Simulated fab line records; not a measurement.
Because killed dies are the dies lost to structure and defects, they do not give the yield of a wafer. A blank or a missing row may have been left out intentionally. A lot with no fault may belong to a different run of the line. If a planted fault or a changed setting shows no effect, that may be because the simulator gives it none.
The same fault as seen by 2 desks | flow sky130 | what lay behind the numbers comes last; until then each desk has only its own

== TOOL OWNER'S DESK, pvd-sputter-02 ==
The tool's own readings at SKY_VIA1_SPUTTER_20 (material TiN, target thk 20 nm, time 80 s): means of the sampled wafers that have a number, for each lot that ran on this tool. A lot is out of limits, marked OUT, if its mean lies more than 4 standard deviations from the usual mean; the brackets give that distance.
Columns: A = cathode-dc-power-W at SKY_VIA1_SPUTTER_20, usual 4000.0 W; B = throttle-valve-pct at SKY_VIA1_SPUTTER_20, usual 29.8 %
lot  | first seen here | A                        | B
L660 | day 34 12:58    | 3999.8                   | 29.6
L668 | day 37 13:25    | 3837.5 (-99 or more) OUT | 30.2
L670 | day 38 10:23    | 3837.7 (-99 or more) OUT | 29.7
This desk finds L668, L670 out of limits, L668 being first, at day 37 13:25 (cathode-dc-power-W at SKY_VIA1_SPUTTER_20). In limits: L660.

== AT THE METROLOGY DESK ==
Means of the sampled wafers that have a number, per lot and without regard to the tool the lot ran on: this is what the gauges read. A lot is out of limits, marked OUT, if its mean lies more than 4 standard deviations from the usual mean; the brackets give that distance.
Columns: A = cd-nm at SKY_VIA1_CD_MEAS_12, usual 150.2 nm; B = VIA1_OVL at SKY_VIA1_OVL_MEAS_13, usual -4 nm
lot  | first seen here | A     | B
L660 | day 34 12:07    | 152.2 | 2
L668 | day 37 12:35    | 149.9 | -2
L671 | day 38 09:13    | 152.0 | -4
L670 | day 38 09:32    | 150.8 | 2
L674 | day 39 00:44    | 149.5 | -9
L678 | day 40 10:22    | 150.0 | -1
This desk's finding: nothing out of limits on any of the 6 lots.

== PUT TOGETHER ==
An alarm could have come from the tool owner's desk at day 37 13:25, on L668, L670.
The metrology desk saw nothing out of limits.
The metrology desk has L668, L670 on record, within its limits.
Of the lots named, all ran SKY_VIA1_SPUTTER_20 on pvd-sputter-02.

== WHAT THE SIMULATOR HAD INSERTED ==
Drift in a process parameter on pvd-sputter-02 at SKY_VIA1_SPUTTER_20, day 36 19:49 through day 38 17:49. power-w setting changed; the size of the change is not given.
Lots struck among those shown: L668, L670.
How many hours passed from the start of the fault until each desk's first out-of-limits reading: the tool owner's desk, 18.
